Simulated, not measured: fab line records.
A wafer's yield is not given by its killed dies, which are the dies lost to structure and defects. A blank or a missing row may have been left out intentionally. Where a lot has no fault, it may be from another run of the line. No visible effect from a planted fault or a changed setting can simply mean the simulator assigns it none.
Struck lot and sound lot, side by side    flow sfq-line    13 steps out of a route of 325
Sound: wafers L983.2, L983.5, L983.6. Struck: wafers L988.2, L988.3, L988.5. Last of all comes the cause.
Per side, at each step with rows, come the tool, then ch with its chambers, and then its first start. Under that, the readings that differ: sound wafers    struck wafers    difference of the means    sigmas: that difference in standard deviations of wafers without a fault.
alike: readings with means less than 2 such deviations apart, plus words and numbers identical on both sides. not compared: withheld readings, readings lacking a value on some wafer, bounds such as >300 that could conceal the same value, and numbers that have no deviation in the record and whose values overlap.
Wherever a step has rows on one side only, a row that says differs or no value, or a row with sigmas, the two part there. When numbers do not overlap yet have no deviation, they are printed without sigmas and do not part them. A reading missing from all wafers of one side parts the sides only when that side holds two or more wafers.

first, 1 step without rows for these wafers: SFQ_TRILAYER_JJ_TRILAYER_DEP_AL_OXIDATION_111 (oxidation time 600 s).
SFQ_TRILAYER_JJ_TRILAYER_DEP_SPUTTER_112: material Nb, target thk 170 nm, time 113.3 s.
  sound on pvd-sputter-04 at day 50 08:01; struck on pvd-sputter-06 at day 52 13:35
  alike: throttle-valve-pct
SFQ_JJ_RS_MEAS_929: a four-point-probe measurement.
  sound on film-metro-02 at day 50 08:07; struck on film-metro-04 at day 52 13:41
  alike: JJ_NB_RS
then, 6 steps without rows for these wafers: SFQ_TRILAYER_JJ_CE_LITHO_COAT_119 (resist thk 62 nm); SFQ_TRILAYER_JJ_CE_LITHO_COAT_114 (resist thk 600 nm); SFQ_TRILAYER_JJ_CE_LITHO_SOFTBAKE_118; SFQ_TRILAYER_JJ_CE_LITHO_EXPOSE_115 (exposes mask J5, target cd 700 nm); SFQ_TRILAYER_JJ_CE_LITHO_PEB_117 (peb time 60 s); SFQ_TRILAYER_JJ_CE_LITHO_DEVELOP_116 (time 60 s).
-- the record jumps here: 5 days lie between the struck wafers' starts before and after --
SFQ_JJ_OVL_MEAS_931:
  sound on overlay-02 at day 55 23:36; struck on overlay-02 at day 57 19:40
  alike: J5_OVL
SFQ_TRILAYER_JJ_CE_METRO_MEASURE_117:
  sound on cd-sem-01 at day 55 23:50; struck on cd-sem-02 at day 57 19:54
  alike: cd-nm
SFQ_TRILAYER_JJ_CE_BARC_OPEN_RIE_150: chemistry O2, target BARC, target depth 240 nm, time 80 s.
  sound on rie-metal-04 ch 0,1, day 56 00:50; struck on rie-metal-04 ch 0, day 57 20:54
reading     sound              struck             difference  sigmas
bias-w (W)  79.78 79.86 79.84  83.97 83.82 84.41  +4.24       +18
  alike: drypump-motor-current-A, oes-product-au
  not compared: rf-hours-counter-h
SFQ_TRILAYER_JJ_CE_ETCH_RIE_118: chemistry SF6, target Nb, stops on Al2O3, time 97.7 s, target depth 170 nm.
  sound on rie-metal-04 ch 0,1, day 56 00:55; struck on rie-metal-04 ch 0, day 57 20:59
  alike: bias-w, drypump-motor-current-A, oes-product-au
  not compared: rf-hours-counter-h

== WHERE THEY PART ==
At SFQ_TRILAYER_JJ_CE_BARC_OPEN_RIE_150 and nowhere else, as far as this record goes. Later steps at which nothing parts them and some readings are alike: SFQ_TRILAYER_JJ_CE_ETCH_RIE_118.

WHY: the cause the simulator had injected
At SFQ_TRILAYER_JJ_CE_BARC_OPEN_RIE_150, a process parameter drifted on rie-metal-04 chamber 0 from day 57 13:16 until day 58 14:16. Setting bias-w shifted by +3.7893 from 80. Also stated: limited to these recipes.
